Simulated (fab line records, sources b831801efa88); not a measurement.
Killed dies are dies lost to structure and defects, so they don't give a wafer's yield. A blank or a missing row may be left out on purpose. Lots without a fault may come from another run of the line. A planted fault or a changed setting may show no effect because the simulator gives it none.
A struck lot beside a sound one | flow gf180mcu | 15 steps out of a route of 602
Sound: wafers L752.3, L752.5, L752.6. Struck: wafers L764.3, L764.4, L764.5. The cause comes at the end.
At each step with rows: each side's tool, then ch and its chambers, then its first start. Under that, the readings that differ: sound wafers | struck wafers | difference of the means | sigmas: that difference in standard deviations of wafers without a fault.
alike: readings whose means differ by less than 2 such deviations, and words and numbers that are the same on both sides. not compared: withheld readings, readings that some wafer has no value for, bounds like >300 that may hide the same value, and numbers for which the record gives no deviation and whose values overlap.
The two part at a step that has a row with sigmas, a row that says differs or no value, or rows on one side only. Numbers that don't overlap but have no deviation are shown without sigmas and don't part them. A reading that every wafer of one side lacks parts them only if that side has two wafers or more.

GF_V4_BOW_MEAS_05:
  sound on film_metro-04, day 26 07:26; struck on film_metro-04, day 29 19:25
  alike: V4_BOW
then, 8 steps without rows for these wafers: GF_V4_DEHYDRATE_06 (time 60 s); GF_V4_HMDS_07 (prime time 60 s); GF_V4_COAT_08; GF_V4_COAT_09 (resist thk 1000 nm); GF_V4_SOFTBAKE_10 (time 60 s); GF_V4_EXPOSE_11 (exposes mask Via4, target cd 260 nm); GF_V4_PEB_12 (peb time 90 s); GF_V4_DEVELOP_13 (develop time 60 s).
GF_V4_CD_MEAS_14: target cd 260 nm.
  sound on cd_sem-02, day 27 04:16; struck on cd_sem-01, day 30 13:31
  reading    | sound             | struck            | difference | sigmas
  cd_nm (nm) | 262.7 263.0 261.7 | 259.3 260.0 259.2 | -3.0       | -2
GF_V4_OVL_MEAS_15:
  sound on overlay-02, day 27 04:22; struck on overlay-02, day 30 13:37
  alike: V4_OVL
GF_V4_ETCH_16: etches BARC in N2/H2.
  sound on rie_diel-01 ch 2,3, day 27 04:23; struck on rie_diel-01 ch 1,2,3, day 30 13:38
  alike: drypump_motor_current_A, n2_flow_sccm, oes_product_au, rf_fwd_power_W, throttle_valve_pct
GF_V4_ETCH_17: etches SiO2 in C4F8/O2/Ar, stops on TiN, target depth 630 nm.
  sound on rie_diel-01 ch 2,3, day 27 04:00; struck on rie_diel-01 ch 1,2,3, day 30 13:00
  reading            | sound          | struck         | difference | sigmas
  rf_fwd_power_W (W) | 1491 1493 1482 | 1245 1256 1257 | -236       | -46
  alike: oes_product_au
GF_V4_STRIP_18: strips in O2/N2.
  sound on plasma_asher-02 ch 0,1, day 27 04:33; struck on plasma_asher-03 ch 0,1, day 30 13:48
  alike: drypump_motor_current_A, heater_power_w, n2_flow_sccm, oes_product_au
  not compared: rf_hours_counter_h
-- the record jumps here: 4 days lie between the struck wafers' starts before and after (it left off in module V4 and takes up again in module PASSIVATION, whose first step shown is number 602 of the route) --
GF_PASSIVATION_PROBE_99:
  the record has rows for the struck wafers here (prober-02, day 34 10:04) and none for the sound ones

WHERE THEY PART
First at GF_V4_CD_MEAS_14; last, within this record, at GF_PASSIVATION_PROBE_99.

WHY: what the simulator had put in
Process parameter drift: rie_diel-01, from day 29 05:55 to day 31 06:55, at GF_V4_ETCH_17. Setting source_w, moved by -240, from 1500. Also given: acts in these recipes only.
